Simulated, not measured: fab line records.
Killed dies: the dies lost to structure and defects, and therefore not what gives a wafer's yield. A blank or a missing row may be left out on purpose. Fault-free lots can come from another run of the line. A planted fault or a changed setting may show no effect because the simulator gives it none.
Which of the tools did it? || flow sky130 || route of 708 steps, sampled at 1 step: 7 lots, 21 wafers

== WHAT THE GAUGES READ, wafer by wafer ==
SKY_VT_ADJUST_LVTN_OVL_MEAS_07.
{"lot": "L153", "measured": "day 7 12:49", "on": "overlay-01", "VT_ADJUST_LVTN_OVL (nm)": "1.8 1.4 2.3"}
{"lot": "L155", "measured": "day 8 00:34", "on": "overlay-01", "VT_ADJUST_LVTN_OVL (nm)": "2.1 2.8 3.5"}
{"lot": "L159", "measured": "day 9 02:53", "on": "overlay-01", "VT_ADJUST_LVTN_OVL (nm)": "2.8 1.1 0.4"}
{"lot": "L164", "measured": "day 10 09:31", "on": "overlay-01", "VT_ADJUST_LVTN_OVL (nm)": "1.1 -1.5 -1.3"}
{"lot": "L169", "measured": "day 12 04:06", "on": "overlay-02", "VT_ADJUST_LVTN_OVL (nm)": "3.2 2.5 0.3"}
{"lot": "L171", "measured": "day 12 11:46", "on": "overlay-01", "VT_ADJUST_LVTN_OVL (nm)": "-0.3 2.0 -0.5"}
{"lot": "L174", "measured": "day 13 07:20", "on": "overlay-01", "VT_ADJUST_LVTN_OVL (nm)": "1.8 -0.5 -0.1"}

== WHICH TOOL RAN EACH LOT (tool, then ch and the chambers of the sampled wafers, then the start) ==
Record: no process step prior to these readings.

== THE ANSWER, worked out from the rows above alone ==
Rule: the usual values come from the lots themselves. The widest of any qualifying gaps counts: lots, ordered by their means at a reading, are off when they make up no more than a third of the lots, leave a main group of 4 or more, and stand apart from it by 3 or more times the standard deviation of that group's means. The tables above print the reading to a certain number of digits; a main group whose means all agree to those digits is not used. A lot without any number at a reading at which 4 lots or more have one is off too. The other lots that the step has rows for count as sound.
No lot is off at any reading shown: from this, nothing can be told.

== WHAT WAS PUT IN BY THE SIMULATOR ==
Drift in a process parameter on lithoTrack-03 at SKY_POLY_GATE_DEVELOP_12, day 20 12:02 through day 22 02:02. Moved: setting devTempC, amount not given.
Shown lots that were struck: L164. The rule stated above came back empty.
